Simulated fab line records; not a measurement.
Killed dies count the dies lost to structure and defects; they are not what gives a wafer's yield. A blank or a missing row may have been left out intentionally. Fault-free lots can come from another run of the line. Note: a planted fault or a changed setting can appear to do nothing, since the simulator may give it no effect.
The tool behind it: which one? / flow gf180mcu / 6 lots, 18 wafers sampled, at 2 steps of a route of 602

== WHAT EACH GAUGE READ, for each wafer ==
GF_STI_CD_MEAS_12: the cd target is 220 nm.
lot=L371; measured=day 2 11:52; on=cd sem-01; cd nm (nm)=221.2 220.9 222.4
lot=L373; measured=day 2 21:47; on=cd sem-02; cd nm (nm)=221.0 221.9 221.9
lot=L376; measured=day 3 12:54; on=cd sem-02; cd nm (nm)=175.3 174.9 175.6
lot=L387; measured=day 5 22:58; on=cd sem-02; cd nm (nm)=218.8 219.1 218.5
lot=L389; measured=day 6 07:12; on=cd sem-01; cd nm (nm)=221.3 222.2 222.1
lot=L391; measured=day 6 19:54; on=cd sem-02; cd nm (nm)=217.1 218.0 217.7

== EACH LOT AND THE TOOL THAT RAN IT (in order: tool; ch and the chambers of the sampled wafers; start) ==
lot=L371; GF_STI_EXPOSE_09=krf scanner-01 ch 0, day 2 05:41
lot=L373; GF_STI_EXPOSE_09=krf scanner-01 ch 0, day 2 15:31
lot=L376; GF_STI_EXPOSE_09=krf scanner-01 ch 0, day 3 06:27
lot=L387; GF_STI_EXPOSE_09=krf scanner-01 ch 0, day 5 16:04
lot=L389; GF_STI_EXPOSE_09=krf scanner-02 ch 0, day 6 00:05
lot=L391; GF_STI_EXPOSE_09=krf scanner-02 ch 0, day 6 12:37
- GF_STI_EXPOSE_09: exposes mask COMP, target cd 220 nm.

== THE ANSWER, worked out from the rows above alone ==
Rule: usual is defined by the lots themselves. Put in order of their means at a reading, lots are off if they are a third of the lots or fewer, leave a main group of 4 or more, and stand apart from it by a gap of 3 or more times the standard deviation of the main group's means; of several such gaps the widest counts. The tables above print the reading to a certain number of digits; a main group whose means all agree to those digits is not used. Also off: a lot with no number at a reading for which 4 or more lots have one. The other lots that the step has rows for count as sound.
Off: L376, at GF_STI_CD_MEAS_12 (cd nm). The main group has a mean of 220.3 nm with a standard deviation of 1.7.
A tool fits if, at a process step before that reading, it ran every lot that is off, and no sound lot after the first of them. The gauges at GF_STI_CD_MEAS_12 are tried like those tools. None of those tried fits.

== WHAT WAS PUT IN BY THE SIMULATOR ==
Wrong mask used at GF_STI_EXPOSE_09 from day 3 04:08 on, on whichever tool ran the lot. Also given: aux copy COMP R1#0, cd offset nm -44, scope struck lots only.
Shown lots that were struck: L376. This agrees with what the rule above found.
